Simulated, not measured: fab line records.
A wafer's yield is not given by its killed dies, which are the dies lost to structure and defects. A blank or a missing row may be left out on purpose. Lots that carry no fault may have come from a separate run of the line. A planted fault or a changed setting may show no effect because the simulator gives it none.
8D (eight disciplines) problem report, filled in by code / flow sky130 / the parts of the form that need people (team, actions taken, sign-off) are left out

## 1. WHAT WENT WRONG
Wafers free of any fault read 6.93 ohm/sq (standard deviation 0.087) for CAPM_TIN_RS at SKY_CAPM_RS_MEAS_03, against a mean of 15.89 ohm/sq on 3 wafers of 2 lots. So: +99 or more standard deviations from the usual mean.
The step: measures by four-point-probe.
First seen on wafer L601.4, day 42 02:29, on film_metro-03. The record has a number at this step for 27 wafers belonging to 9 lots. Rule for "out" (also "out of limits"): further than 4 standard deviations from the usual mean. All remaining wafers that have a number are taken as sound.

## 2. WHAT IT IS AND WHAT IT IS NOT
question=which readings at this step | is=CAPM_TIN_RS | is not=-
question=which lots | is=L601, L603 | is not=L588, L590, L591, L599, L602, L606, L610
question=which wafers of those lots | is=L601.4, L603.4, L603.5 | is not=L601.1, L601.3, L603.3
question=read on which gauges | is=film_metro-01, film_metro-03 | is not=film_metro-04
question=when | is=from day 42 02:29 | is not=up to then (14 sound wafers); but 10 sound wafers of L602, L603, L606, L610 came after

## 3. THE SUSPECTS, EACH WITH WHAT RULES IT OUT
Counting: if a tool at a process step up to the reading ran every lot that is out, it stays a suspect. Sound lots after the first of them don't rule it out here, since some wafers of a struck lot are sound.
- the gauge at SKY_CAPM_RS_MEAS_03: ruled out. 2 gauges (film_metro-01, film_metro-03) read the wafers that are out.
- pvd_sputter-01 at SKY_CAPM_SPUTTER_02 (material TiN, target thk 200 nm, time 166.7 s): kept. Every lot that is out went through it, the first being L601 (day 42 02:23); the last sound lot it ran before that was L599 (day 41 14:03).
The count leaves pvd_sputter-01 at SKY_CAPM_SPUTTER_02.

## 4. THE CAUSE (what the simulator had put in)
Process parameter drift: pvd_sputter-01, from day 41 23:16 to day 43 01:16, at SKY_CAPM_SPUTTER_02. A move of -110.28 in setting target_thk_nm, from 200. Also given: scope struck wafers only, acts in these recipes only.
Only this tool survived the counting.

## 5. SEQUENCE OF EFFECTS, ordered by route
Each row: a reading whose mean over the struck wafers that have a number lies more than 3 standard deviations from the usual. Only readings for which the record gives a usual standard deviation are gone through. hours: the time from each lot's start at the first step in this table that gives one to its start at this step, as a median over the lots. sigmas: the change in usual standard deviations.
hours=0; step=SKY_CAPM_RS_MEAS_03; reading=CAPM_TIN_RS; usual=6.93 ohm/sq; on struck wafers=15.89; change=+8.96; sigmas=+99 or more
hours=0; step=SKY_CAPM_THK_MEAS_04; reading=CAPM_TIN_THK; usual=201.3 nm; on struck wafers=90.2; change=-111.1; sigmas=-43
hours=22; step=SKY_CAPM_METAL_ETCH_13; reading=oes_product_au; usual=0.941 a.u.; on struck wafers=0.630; change=-0.311; sigmas=-38
hours=22; step=SKY_CAPM_METAL_ETCH_13; reading=throttle_valve_pct; usual=21.902 %; on struck wafers=22.099; change=+0.197; sigmas=+22
It contains these process steps:
- SKY_CAPM_METAL_ETCH_13: etches TiN in Cl2/BCl3, stops on SiO2, target depth 220 nm, time 62.9 s.

## 6. WHAT WOULD HAVE CAUGHT IT SOONER
Counted from the fault's start at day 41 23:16, it took 3 hours until the first out-of-limits reading at a measuring or inspecting step in this record, taken at day 42 02:29.
Tool readings at SKY_CAPM_SPUTTER_02 with a usual standard deviation given in the record: none out on any struck wafer, hence no alarm at a limit of 4 standard deviations on them.
Among the 2 lots that are out, L603 began SKY_CAPM_SPUTTER_02 on pvd_sputter-01 after day 42 02:29. It would have been spared by a hold on the tool at that moment.
